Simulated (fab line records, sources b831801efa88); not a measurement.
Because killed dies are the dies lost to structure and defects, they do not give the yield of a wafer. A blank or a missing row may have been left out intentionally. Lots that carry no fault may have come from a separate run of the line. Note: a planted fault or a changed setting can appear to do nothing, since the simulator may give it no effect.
Which tool did it? || flow gf180mcu || 13 lots with 39 wafers sampled at 5 steps, on a route of 602 steps

## WHAT THE GAUGES SHOWED, per wafer
GF_MVPSD_OVL_MEAS_07.
{"lot": "L585", "measured": "day 5 10:31", "on": "overlay-01", "MVPSD_OVL (nm)": "-0.4 0.5 0.0"}
{"lot": "L588", "measured": "day 6 03:52", "on": "overlay-01", "MVPSD_OVL (nm)": "-1.1 -2.4 -1.9"}
{"lot": "L592", "measured": "day 7 03:26", "on": "overlay-01", "MVPSD_OVL (nm)": "-2.5 -0.7 1.0"}
{"lot": "L594", "measured": "day 7 14:02", "on": "overlay-01", "MVPSD_OVL (nm)": "0.3 -1.1 -1.7"}
{"lot": "L595", "measured": "day 7 19:32", "on": "overlay-02", "MVPSD_OVL (nm)": "1.1 1.0 2.8"}
{"lot": "L596", "measured": "day 8 02:54", "on": "overlay-01", "MVPSD_OVL (nm)": "1.2 1.8 1.2"}
{"lot": "L597", "measured": "day 8 09:57", "on": "overlay-02", "MVPSD_OVL (nm)": "-0.5 -0.6 -2.5"}
{"lot": "L600", "measured": "day 8 21:12", "on": "overlay-02", "MVPSD_OVL (nm)": "0.3 3.2 -0.3"}
{"lot": "L601", "measured": "day 9 04:57", "on": "overlay-02", "MVPSD_OVL (nm)": "2.7 -0.3 2.0"}
{"lot": "L604", "measured": "day 10 00:51", "on": "overlay-01", "MVPSD_OVL (nm)": "0.1 1.4 0.6"}
{"lot": "L605", "measured": "day 10 07:04", "on": "overlay-01", "MVPSD_OVL (nm)": "-1.4 -0.4 1.5"}
{"lot": "L606", "measured": "day 10 11:57", "on": "overlay-01", "MVPSD_OVL (nm)": "2.2 0.5 -0.6"}
{"lot": "L607", "measured": "day 10 17:37", "on": "overlay-01", "MVPSD_OVL (nm)": "-0.9 0.2 -0.1"}

GF_VT_IMPLANT_TW_MEAS_21.
{"lot": "L585", "measured": "day 6 17:22", "on": "film metro-03", "VT_IMPLANT_2_TW": "1216 1213 1218"}
{"lot": "L588", "measured": "day 7 11:30", "on": "film metro-04", "VT_IMPLANT_2_TW": "1232 1238 1233"}
{"lot": "L592", "measured": "day 8 11:20", "on": "film metro-03", "VT_IMPLANT_2_TW": "1209 1218 1216"}
{"lot": "L594", "measured": "day 8 23:22", "on": "film metro-04", "VT_IMPLANT_2_TW": "1239 1239 1239"}
{"lot": "L595", "measured": "day 9 05:04", "on": "film metro-03", "VT_IMPLANT_2_TW": "1210 1211 1211"}
{"lot": "L596", "measured": "day 9 13:10", "on": "film metro-04", "VT_IMPLANT_2_TW": "1232 1231 1236"}
{"lot": "L597", "measured": "day 9 21:01", "on": "film metro-02", "VT_IMPLANT_2_TW": "1210 1211 1215"}
{"lot": "L600", "measured": "day 10 08:52", "on": "film metro-04", "VT_IMPLANT_2_TW": "1246 1237 1227"}
{"lot": "L601", "measured": "day 10 17:13", "on": "film metro-04", "VT_IMPLANT_2_TW": "1225 1228 1235"}
{"lot": "L604", "measured": "day 11 13:48", "on": "film metro-04", "VT_IMPLANT_2_TW": "1279 1277 1284"}
{"lot": "L605", "measured": "day 11 20:00", "on": "film metro-04", "VT_IMPLANT_2_TW": "1279 1290 1279"}
{"lot": "L606", "measured": "day 12 02:28", "on": "film metro-04", "VT_IMPLANT_2_TW": "1279 1280 1277"}
{"lot": "L607", "measured": "day 12 08:16", "on": "film metro-04", "VT_IMPLANT_2_TW": "1244 1236 1238"}

## EACH LOT AND THE TOOL THAT RAN IT (in order: tool; ch and the chambers of the sampled wafers; start)
{"lot": "L585", "GF_STI_ETCH_14": "rie si-02 ch 0,3, day 2 07:23", "GF_STI_STRIP_15": "plasma asher-04 ch 0,1, day 2 07:28", "GF_VT_IMPLANT_IMPLANT_19": "implanter-04 ch 0, day 6 17:07"}
{"lot": "L588", "GF_STI_ETCH_14": "rie si-01 ch 1,2,3, day 3 00:11", "GF_STI_STRIP_15": "plasma asher-03 ch 0,1, day 3 00:16", "GF_VT_IMPLANT_IMPLANT_19": "implanter-04 ch 0, day 7 11:15"}
{"lot": "L592", "GF_STI_ETCH_14": "rie si-02 ch 0,1,3, day 3 19:13", "GF_STI_STRIP_15": "plasma asher-04 ch 0,1, day 3 19:19", "GF_VT_IMPLANT_IMPLANT_19": "implanter-01 ch 0, day 8 11:07"}
{"lot": "L594", "GF_STI_ETCH_14": "rie si-02 ch 0,1,3, day 4 05:54", "GF_STI_STRIP_15": "plasma asher-03 ch 0,1, day 4 05:58", "GF_VT_IMPLANT_IMPLANT_19": "implanter-01 ch 0, day 8 23:08"}
{"lot": "L595", "GF_STI_ETCH_14": "rie si-01 ch 0,1,2, day 4 09:44", "GF_STI_STRIP_15": "plasma asher-04 ch 1, day 4 09:49", "GF_VT_IMPLANT_IMPLANT_19": "implanter-02 ch 0, day 9 04:49"}
{"lot": "L596", "GF_STI_ETCH_14": "rie si-01 ch 0,2, day 4 19:05", "GF_STI_STRIP_15": "plasma asher-04 ch 0,1, day 4 19:10", "GF_VT_IMPLANT_IMPLANT_19": "implanter-02 ch 0, day 9 12:55"}
{"lot": "L597", "GF_STI_ETCH_14": "rie si-02 ch 1,2,3, day 5 00:58", "GF_STI_STRIP_15": "plasma asher-02 ch 0,1, day 5 01:02", "GF_VT_IMPLANT_IMPLANT_19": "implanter-01 ch 0, day 9 20:46"}
{"lot": "L600", "GF_STI_ETCH_14": "rie si-02 ch 0,1,2, day 5 11:32", "GF_STI_STRIP_15": "plasma asher-02 ch 0,1, day 5 11:37", "GF_VT_IMPLANT_IMPLANT_19": "implanter-01 ch 0, day 10 08:37"}
{"lot": "L601", "GF_STI_ETCH_14": "rie si-01 ch 0,2,3, day 5 17:26", "GF_STI_STRIP_15": "plasma asher-02 ch 0,1, day 5 17:31", "GF_VT_IMPLANT_IMPLANT_19": "implanter-01 ch 0, day 10 16:58"}
{"lot": "L604", "GF_STI_ETCH_14": "rie si-01 ch 0,1,3, day 6 08:08", "GF_STI_STRIP_15": "plasma asher-04 ch 0,1, day 6 08:13", "GF_VT_IMPLANT_IMPLANT_19": "implanter-01 ch 0, day 11 13:33"}
{"lot": "L605", "GF_STI_ETCH_14": "rie si-01 ch 1,2,3, day 6 13:52", "GF_STI_STRIP_15": "plasma asher-02 ch 0,1, day 6 13:56", "GF_VT_IMPLANT_IMPLANT_19": "implanter-01 ch 0, day 11 19:45"}
{"lot": "L606", "GF_STI_ETCH_14": "rie si-01 ch 0,2,3, day 6 19:38", "GF_STI_STRIP_15": "plasma asher-04 ch 0,1, day 6 19:42", "GF_VT_IMPLANT_IMPLANT_19": "implanter-01 ch 0, day 12 02:14"}
{"lot": "L607", "GF_STI_ETCH_14": "rie si-02 ch 1,2,3, day 6 23:45", "GF_STI_STRIP_15": "plasma asher-02 ch 0,1, day 6 23:49", "GF_VT_IMPLANT_IMPLANT_19": "implanter-04 ch 0, day 12 08:01"}
- GF_STI_ETCH_14: etches Si in HBr/Cl2/O2, target depth 360 nm, time 102.9 s.
- GF_STI_STRIP_15: strips in O2/N2.
- GF_VT_IMPLANT_IMPLANT_19

## WHAT THE TOOLS THEMSELVES READ (means of the sampled wafers that have a number; where no wafer has one, the mark that the record gives instead)
GF_STI_ETCH_14.
{"lot": "L585", "tool": "rie si-02", "drypump motor current A (A)": 5.7, "he backside leak sccm (sccm)": 2.91, "oes product au (a.u.)": 1.000, "throttle valve pct (%)": 25.662}
{"lot": "L588", "tool": "rie si-01", "drypump motor current A (A)": 5.5, "he backside leak sccm (sccm)": 2.63, "oes product au (a.u.)": 1.009, "throttle valve pct (%)": 25.649}
{"lot": "L592", "tool": "rie si-02", "drypump motor current A (A)": 5.6, "he backside leak sccm (sccm)": 2.82, "oes product au (a.u.)": 1.007, "throttle valve pct (%)": 25.659}
{"lot": "L594", "tool": "rie si-02", "drypump motor current A (A)": 5.6, "he backside leak sccm (sccm)": 2.88, "oes product au (a.u.)": 1.000, "throttle valve pct (%)": 25.658}
{"lot": "L595", "tool": "rie si-01", "drypump motor current A (A)": 5.9, "he backside leak sccm (sccm)": 2.67, "oes product au (a.u.)": 1.008, "throttle valve pct (%)": 25.658}
{"lot": "L596", "tool": "rie si-01", "drypump motor current A (A)": 6.1, "he backside leak sccm (sccm)": 2.49, "oes product au (a.u.)": 1.007, "throttle valve pct (%)": 25.656}
{"lot": "L597", "tool": "rie si-02", "drypump motor current A (A)": 5.7, "he backside leak sccm (sccm)": 2.81, "oes product au (a.u.)": 0.998, "throttle valve pct (%)": 25.664}
{"lot": "L600", "tool": "rie si-02", "drypump motor current A (A)": 5.2, "he backside leak sccm (sccm)": 2.68, "oes product au (a.u.)": 1.004, "throttle valve pct (%)": 25.653}
{"lot": "L601", "tool": "rie si-01", "drypump motor current A (A)": 5.6, "he backside leak sccm (sccm)": 2.70, "oes product au (a.u.)": 1.005, "throttle valve pct (%)": 25.655}
{"lot": "L604", "tool": "rie si-01", "drypump motor current A (A)": 5.9, "he backside leak sccm (sccm)": 2.55, "oes product au (a.u.)": 1.001, "throttle valve pct (%)": 25.656}
{"lot": "L605", "tool": "rie si-01", "drypump motor current A (A)": 5.6, "he backside leak sccm (sccm)": 2.67, "oes product au (a.u.)": 1.002, "throttle valve pct (%)": 25.667}
{"lot": "L606", "tool": "rie si-01", "drypump motor current A (A)": 5.6, "he backside leak sccm (sccm)": 2.53, "oes product au (a.u.)": 1.003, "throttle valve pct (%)": 25.649}
{"lot": "L607", "tool": "rie si-02", "drypump motor current A (A)": 5.7, "he backside leak sccm (sccm)": 2.80, "oes product au (a.u.)": 1.004, "throttle valve pct (%)": 25.649}

GF_STI_STRIP_15.
{"lot": "L585", "tool": "plasma asher-04", "drypump motor current A (A)": 5.8, "heater power w (W)": 336, "oes product au (a.u.)": 0.388, "platen temp c (C)": 249.96, "strip time to endpoint s (s)": 3.73}
{"lot": "L588", "tool": "plasma asher-03", "drypump motor current A (A)": 5.7, "heater power w (W)": 328, "oes product au (a.u.)": 0.382, "platen temp c (C)": 249.92, "strip time to endpoint s (s)": 3.66}
{"lot": "L592", "tool": "plasma asher-04", "drypump motor current A (A)": 5.8, "heater power w (W)": 339, "oes product au (a.u.)": 0.377, "platen temp c (C)": 249.84, "strip time to endpoint s (s)": 3.68}
{"lot": "L594", "tool": "plasma asher-03", "drypump motor current A (A)": 6.0, "heater power w (W)": 329, "oes product au (a.u.)": 0.384, "platen temp c (C)": 249.88, "strip time to endpoint s (s)": 3.68}
{"lot": "L595", "tool": "plasma asher-04", "drypump motor current A (A)": 6.4, "heater power w (W)": 343, "oes product au (a.u.)": 0.385, "platen temp c (C)": 249.84, "strip time to endpoint s (s)": 3.71}
{"lot": "L596", "tool": "plasma asher-04", "drypump motor current A (A)": 5.8, "heater power w (W)": 329, "oes product au (a.u.)": 0.383, "platen temp c (C)": 249.82, "strip time to endpoint s (s)": 3.67}
{"lot": "L597", "tool": "plasma asher-02", "drypump motor current A (A)": 4.9, "heater power w (W)": 349, "oes product au (a.u.)": 0.381, "platen temp c (C)": 250.06, "strip time to endpoint s (s)": 3.70}
{"lot": "L600", "tool": "plasma asher-02", "drypump motor current A (A)": 5.0, "heater power w (W)": 352, "oes product au (a.u.)": 0.380, "platen temp c (C)": 249.95, "strip time to endpoint s (s)": 3.67}
{"lot": "L601", "tool": "plasma asher-02", "drypump motor current A (A)": 4.8, "heater power w (W)": 349, "oes product au (a.u.)": 0.383, "platen temp c (C)": 250.09, "strip time to endpoint s (s)": 3.74}
{"lot": "L604", "tool": "plasma asher-04", "drypump motor current A (A)": 5.8, "heater power w (W)": 327, "oes product au (a.u.)": 0.379, "platen temp c (C)": 250.03, "strip time to endpoint s (s)": 3.72}
{"lot": "L605", "tool": "plasma asher-02", "drypump motor current A (A)": 4.8, "heater power w (W)": 348, "oes product au (a.u.)": 0.382, "platen temp c (C)": 249.89, "strip time to endpoint s (s)": 3.73}
{"lot": "L606", "tool": "plasma asher-04", "drypump motor current A (A)": 5.8, "heater power w (W)": 336, "oes product au (a.u.)": 0.387, "platen temp c (C)": 249.86, "strip time to endpoint s (s)": 3.73}
{"lot": "L607", "tool": "plasma asher-02", "drypump motor current A (A)": 4.8, "heater power w (W)": 351, "oes product au (a.u.)": 0.381, "platen temp c (C)": 250.02, "strip time to endpoint s (s)": 3.73}

GF_VT_IMPLANT_IMPLANT_19.
{"lot": "L585", "tool": "implanter-04", "beam energy keV": 99.994}
{"lot": "L588", "tool": "implanter-04", "beam energy keV": 99.981}
{"lot": "L592", "tool": "implanter-01", "beam energy keV": 100.002}
{"lot": "L594", "tool": "implanter-01", "beam energy keV": 100.030}
{"lot": "L595", "tool": "implanter-02", "beam energy keV": 99.987}
{"lot": "L596", "tool": "implanter-02", "beam energy keV": 99.970}
{"lot": "L597", "tool": "implanter-01", "beam energy keV": 99.961}
{"lot": "L600", "tool": "implanter-01", "beam energy keV": 100.025}
{"lot": "L601", "tool": "implanter-01", "beam energy keV": 99.972}
{"lot": "L604", "tool": "implanter-01", "beam energy keV": 112.757}
{"lot": "L605", "tool": "implanter-01", "beam energy keV": 112.753}
{"lot": "L606", "tool": "implanter-01", "beam energy keV": 112.757}
{"lot": "L607", "tool": "implanter-04", "beam energy keV": 99.955}

## THE ANSWER, worked out from the rows above alone
Rule: what is usual is taken from the lots themselves. The widest of any qualifying gaps counts: lots, ordered by their means at a reading, are off when they make up no more than a third of the lots, leave a main group of 4 or more, and stand apart from it by 3 or more times the standard deviation of that group's means. A main group whose means are all the same, to the digits that the tables above print for the reading, isn't used. A lot without any number at a reading at which 4 lots or more have one is off too. Where the step has rows for the other lots, those lots are counted as sound. Order of review: gauges by route order, followed by the tools' own readings, for which a lot's mean as printed above is used. At the first step where some lot is off, the reading lying furthest off is the one used; lots without a number count as furthest.
Off: L604, L605, L606, at GF_VT_IMPLANT_TW_MEAS_21 (VT_IMPLANT_2_TW). Mean 1226 and standard deviation 11 in the main group.
If a tool, at a process step before that reading, ran all the lots that are off and no sound lot after the first of them, it fits. The gauges at GF_VT_IMPLANT_TW_MEAS_21 aren't tried: what is off there is off at GF_VT_IMPLANT_IMPLANT_19 too, on other tools, and a gauge's error can't cause that. This does not decide it: 2 tools fit, namely rie si-01 at GF_STI_ETCH_14 and implanter-01 at GF_VT_IMPLANT_IMPLANT_19.

## WHAT THE SIMULATOR PUT IN
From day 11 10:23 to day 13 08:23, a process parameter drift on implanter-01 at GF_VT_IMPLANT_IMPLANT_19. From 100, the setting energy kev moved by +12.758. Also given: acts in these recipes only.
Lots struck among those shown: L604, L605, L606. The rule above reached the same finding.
